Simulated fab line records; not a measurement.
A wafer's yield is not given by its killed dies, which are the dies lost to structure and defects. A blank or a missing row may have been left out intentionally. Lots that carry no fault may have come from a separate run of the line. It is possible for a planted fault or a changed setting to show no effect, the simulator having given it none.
A struck lot beside a sound one / flow sky130 / 35 out of 708 route steps
Sound: wafers L273.3, L273.4, L273.5. Struck: wafer L280.3 (left out: L280.1, L280.2 of the same lot, which were not struck); the cause appears at the end.
Per side, at each step with rows, come the tool, then ch with its chambers, and then its first start. Under that, the readings that differ: sound wafers / struck wafers / difference of the means / sigmas: that difference in standard deviations of wafers without a fault.
alike: readings with means less than 2 such deviations apart, plus words and numbers identical on both sides. not compared: withheld readings, readings lacking a value on some wafer, bounds such as >300 that could conceal the same value, and numbers that have no deviation in the record and whose values overlap.
Wherever a step has rows on one side only, a row that says differs or no value, or a row with sigmas, the two part there. Non-overlapping numbers with no deviation appear without sigmas and do not part them. A reading that every wafer of one side lacks parts them only if that side has two wafers or more.

first, 6 steps without rows for these wafers: SKY_METAL5_HMDS_08 (prime time 60 s); SKY_METAL5_COAT_09 (resist thk 1800 nm); SKY_METAL5_SOFTBAKE_10 (time 60 s); SKY_METAL5_EXPOSE_11 (exposes mask MM5, target cd 1600 nm); SKY_METAL5_PEB_12; SKY_METAL5_DEVELOP_13 (develop time 60 s).
SKY_METAL5_DESCUM_14: chemistry O2, time 11 s.
  sound on rieMetal-03 ch 0,1, day 43 11:26; struck on rieMetal-02 ch 1, day 46 10:07
reading=oesProductAu (a.u.); sound=1.017 0.997 0.989; struck=0.974; difference=-0.027; sigmas=-2
  alike: drypumpMotorCurrentA
  not compared: rfHoursCounterH
SKY_METAL5_METAL_ETCH_15: etches the open film in Cl2/BCl3, stops on SiO2, target depth 1260 nm, time 252 s.
  sound on rieMetal-03 ch 0,1, day 43 11:32; struck on rieMetal-02 ch 1, day 46 10:09
  alike: drypumpMotorCurrentA, oesProductAu, throttleValvePct
  not compared: rfHoursCounterH
SKY_METAL5_STRIP_16: strips in O2/N2.
  sound on plasmaAsher-04 ch 0,1, day 43 11:44; struck on plasmaAsher-03 ch 0, day 46 10:28
  alike: drypumpMotorCurrentA, o2FlowSccm, oesProductAu, stripTimeToEndpointS
  not compared: rfHoursCounterH
then, 3 steps without rows for these wafers: SKY_METAL5_STRIP_17 (strips in post etch residue remover, time 1200 s); SKY_METAL5_CLEAN_18 (cleans in IPA, time 180 s); SKY_METAL5_CLEAN_19 (cleans in O3/DIW).
SKY_PASSIVATION_CVD_00: deposits SiO2, target thk 90 nm.
  sound on pecvd-04 ch 0,1, day 43 12:20; struck on pecvd-02 ch 0, day 46 11:04
reading=model.SiO2_of_PASSIVATION_CVD_00.thkNm (nm); sound=89.47 91.64 90.41; struck=55.01; difference=-35.50; sigmas=
  alike: heaterPowerW
SKY_PASSIVATION_THK_MEAS_01:
  struck on filmMetro-02, day 46 11:05; sound on filmMetro-01, day 43 12:22
reading=PASSIVATION_CVD_00_THK (nm); sound=89.5 91.6 90.4; struck=55.0; difference=-35.5; sigmas=-36
then, 1 step without rows for these wafers: SKY_PASSIVATION_CVD_02 (deposits Si3N4, target thk 540 nm).
SKY_PASSIVATION_THK_MEAS_03:
  struck on filmMetro-03, day 46 11:22; sound on filmMetro-02, day 43 12:40
  alike: PASSIVATION_CVD_02_THK
then, 7 steps without rows for these wafers: SKY_PASSIVATION_DEHYDRATE_04 (time 60 s); SKY_PASSIVATION_HMDS_05 (prime time 60 s); SKY_PASSIVATION_COAT_06 (resist thk 3000 nm); SKY_PASSIVATION_SOFTBAKE_07; SKY_PASSIVATION_EXPOSE_08 (exposes mask NSM, target cd 3000 nm); SKY_PASSIVATION_PEB_09; SKY_PASSIVATION_DEVELOP_10 (develop time 60 s).
SKY_PASSIVATION_ETCH_11: etches the open film in CF4/O2, stops on AlCu, target depth 725 nm, time 161.1 s.
  sound on rieDiel-03 ch 1,2, day 44 10:35; struck on rieDiel-04 ch 0, day 47 06:45
reading=oesProductAu (a.u.); sound=0.981 0.979 0.975; struck=0.950; difference=-0.028; sigmas=-4
reading=model.etch.depthNm (nm); sound=699.3 705 701.5; struck=673.5; difference=-28.4; sigmas=
reading=model.PASSIVATION.featureDepthNm (nm); sound=699.3 705 701.5; struck=673.5; difference=-28.4; sigmas=
  alike: drypumpMotorCurrentA, throttleValvePct
  not compared: rfHoursCounterH
SKY_PASSIVATION_STRIP_12: strips in O2/N2.
  sound on plasmaAsher-02 ch 0,1, day 44 10:43; struck on plasmaAsher-04 ch 0, day 47 06:52
  alike: drypumpMotorCurrentA, o2FlowSccm, oesProductAu, stripTimeToEndpointS
  not compared: rfHoursCounterH
then, 7 steps without rows for these wafers: SKY_PAD_OPEN_DEHYDRATE_00 (time 60 s); SKY_PAD_OPEN_HMDS_01 (prime time 60 s); SKY_PAD_OPEN_COAT_02 (resist thk 3000 nm); SKY_PAD_OPEN_SOFTBAKE_03; SKY_PAD_OPEN_EXPOSE_04 (exposes mask PDM, target cd 60000 nm); SKY_PAD_OPEN_PEB_05; SKY_PAD_OPEN_DEVELOP_06 (develop time 60 s).
SKY_PAD_OPEN_ETCH_07: etches the open film in CF4/O2, stops on AlCu, target depth 725 nm, time 161.1 s.
  sound on rieDiel-01 ch 1,3, day 45 08:45; struck on rieDiel-03 ch 1, day 48 03:27
reading=drypumpMotorCurrentA (A); sound=5.6 6.6 6.6; struck=5.0; difference=-1.3; sigmas=-3
reading=oesProductAu (a.u.); sound=0.985 0.986 0.974; struck=0.954; difference=-0.028; sigmas=-4
reading=model.etch.depthNm (nm); sound=699.3 705 701.5; struck=673.5; difference=-28.4; sigmas=
reading=model.PAD_OPEN.featureDepthNm (nm); sound=699.3 705 701.5; struck=673.5; difference=-28.4; sigmas=
  alike: throttleValvePct
  not compared: rfHoursCounterH
SKY_PAD_OPEN_STRIP_08: strips in O2/N2.
  sound on plasmaAsher-04 ch 0,1, day 45 08:53; struck on plasmaAsher-03 ch 1, day 48 03:34
reading=drypumpMotorCurrentA (A); sound=5.9 6.1 6.1; struck=5.2; difference=-0.8; sigmas=-2
  alike: o2FlowSccm, oesProductAu, stripTimeToEndpointS
  not compared: rfHoursCounterH
SKY_PAD_OPEN_PROBE_99:
  record: rows for the struck wafers here (prober-02, day 48 05:53), none for the sound ones

WHERE THEY PART
At SKY_METAL5_DESCUM_14 first; at SKY_PAD_OPEN_PROBE_99 last (within this record only).

WHY: the cause the simulator had injected
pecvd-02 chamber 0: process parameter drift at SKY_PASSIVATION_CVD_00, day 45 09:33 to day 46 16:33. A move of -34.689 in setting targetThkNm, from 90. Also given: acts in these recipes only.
